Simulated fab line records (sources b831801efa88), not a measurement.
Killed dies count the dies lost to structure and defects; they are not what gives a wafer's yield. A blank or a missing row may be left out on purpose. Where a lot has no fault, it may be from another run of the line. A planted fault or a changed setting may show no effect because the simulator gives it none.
Chamber matching | flow sky130 | SKY_CONTACT_CMP_04 on cmp-01 has 4 sister chambers
The step polishes SiO2. 8 wafers are shown with their chamber, then 7 later ones without.

WAFERS PAIRED WITH THEIR CHAMBERS
wafer  | chamber | motor current A (A) | time to endpoint s (s)
L691.2 | 3       | 13.8                | 79
L691.4 | 0       | 11.3                | 81
L691.5 | 2       | 12.1                | 79
L692.2 | 2       | 12.0                | 78
L700.2 | 3       | 14.9                | 82
L700.5 | 1       | 14.7                | 81
L708.1 | 0       | 11.5                | 79
L708.2 | 1       | 14.0                | 83

WAFERS WITHOUT THEIR CHAMBER
wafer  | motor current A (A) | time to endpoint s (s)
L708.4 | 12.2                | 72
L710.3 | 12.5                | 78
L710.4 | 14.8                | 85
L710.5 | 14.8                | 81
L709.1 | 11.7                | 80
L709.3 | 14.4                | 81
L709.6 | 11.4                | 82

WHICH CHAMBER EACH WENT THROUGH
wafer  | from the rows above     | in truth
L708.4 | can't be placed: 2 or 0 | 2
L710.3 | can't be placed: 2 or 0 | 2
L710.4 | can't be placed: 1 or 3 | 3
L710.5 | can't be placed: 3 or 1 | 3
L709.1 | can't be placed: 0 or 2 | 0
L709.3 | can't be placed: 3 or 1 | 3
L709.6 | can't be placed: 0 or 2 | 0
Correct placement for 0 of the 7. Cannot be placed on the basis of these rows: 7; the candidates contain the true chamber in 7. Placed wrongly: 0.
How it was worked out, from the rows above alone: a wafer's distance from a chamber is the root of the sum, over the readings, of the square of ((its reading less the chamber's mean) divided by the reading's scatter). If the next closest chamber is less than 2 further off than the closest, the wafer can't be placed; otherwise it belongs to the closest. The mean given for a chamber averages the wafers shown for that chamber. How the scatter is found: for the shown wafers, subtract from each reading the mean of its chamber, square and add these, divide the total by (wafers less chambers), then take the root.
